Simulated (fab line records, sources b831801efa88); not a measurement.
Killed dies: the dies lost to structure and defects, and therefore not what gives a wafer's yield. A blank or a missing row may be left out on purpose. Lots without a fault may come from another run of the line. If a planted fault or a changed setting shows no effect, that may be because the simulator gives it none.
8D (eight disciplines) problem report, filled in by code + flow sky130 + the parts of the form that need people (team, actions taken, sign-off) are left out

1. WHAT WENT WRONG
Mean of bias-w at SKY_FIELD_ISO_ETCH_15: 180.1 W across 6 wafers in 2 lots; on wafers with no fault it is 199.8 W (standard deviation 0.7). That is -28 standard deviations from the usual mean.
The step: etches the open film in CHF3/O2, stops on Si, target depth 180 nm, time 72 s.
Earliest sighting: wafer L112.1 on rie-diel-01 at day 5 20:36. Wafers with a number at this step in the record: 18, from 6 lots. Rule for "out" (also "out of limits"): further than 4 standard deviations from the usual mean. All remaining wafers that have a number are taken as sound.

2. WHAT IT IS, AND WHAT IT ISN'T
| question                    | is                     | is not                                                                      |
|-----------------------------|------------------------|-----------------------------------------------------------------------------|
| which readings at this step | bias-w                 | chf3-flow-sccm, drypump-motor-current-A, oes-product-au, throttle-valve-pct |
| which lots                  | L112, L113             | L104, L106, L115, L116                                                      |
| which wafers of those lots  | all that have a number | -                                                                           |
| read on which tools         | rie-diel-01            | rie-diel-04                                                                 |
| when                        | from day 5 20:36       | up to then (6 sound wafers); but 6 sound wafers of L115, L116 came after    |

3. SUSPECTS, AND WHAT RULES EACH OUT
Counting: a tool at any process step up to the reading remains a suspect when it ran all the lots that are out and ran no sound lot after the first of those.
- rie-diel-01 at SKY_FIELD_ISO_ETCH_14 (etches BARC in N2/H2, stops on SiO2, time 45.9 s, target depth 60 nm): kept. Every lot that is out went through it, starting with L112 (day 5 20:33), and after that it ran no sound lot; the last sound lot it ran before then is L106 (day 4 13:47).
- rie-diel-01 at SKY_FIELD_ISO_ETCH_15 (etches the open film in CHF3/O2, stops on Si, target depth 180 nm, time 72 s): kept. Every lot that is out went through it, starting with L112 (day 5 20:36), and after that it ran no sound lot; the last sound lot it ran before then is L106 (day 4 13:49). Its own readings are out on those wafers: bias-w.
The count leaves rie-diel-01 at SKY_FIELD_ISO_ETCH_15 and rie-diel-01 at SKY_FIELD_ISO_ETCH_14.

4. THE CAUSE (what the simulator had put in)
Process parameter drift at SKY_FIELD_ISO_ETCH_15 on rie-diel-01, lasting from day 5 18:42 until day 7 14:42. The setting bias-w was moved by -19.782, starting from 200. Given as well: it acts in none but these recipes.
Counting left 2 suspects, and this tool is among them.

5. SEQUENCE OF EFFECTS, ordered by route
Rows list readings where the struck wafers' mean (over those with a number) sits beyond 3 standard deviations from the usual. Scope: only readings with a usual standard deviation given in the record; hours: median across lots of the time from each lot's start at the first step in this table that gives one to its start at this step; sigmas: change in usual standard deviations.
| hours | step                  | reading | usual   | on struck wafers | change | sigmas |
|-------|-----------------------|---------|---------|------------------|--------|--------|
| 0     | SKY_FIELD_ISO_ETCH_15 | bias-w  | 199.8 W | 180.1            | -19.7  | -28    |
Here are the process steps it includes:
- SKY_FIELD_ISO_ETCH_15: etches the open film in CHF3/O2, stops on Si, target depth 180 nm, time 72 s.

6. WHAT WOULD HAVE CAUGHT IT SOONER
The fault began at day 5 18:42; the first out-of-limits reading in this record came at day 5 20:36, 2 hours later.
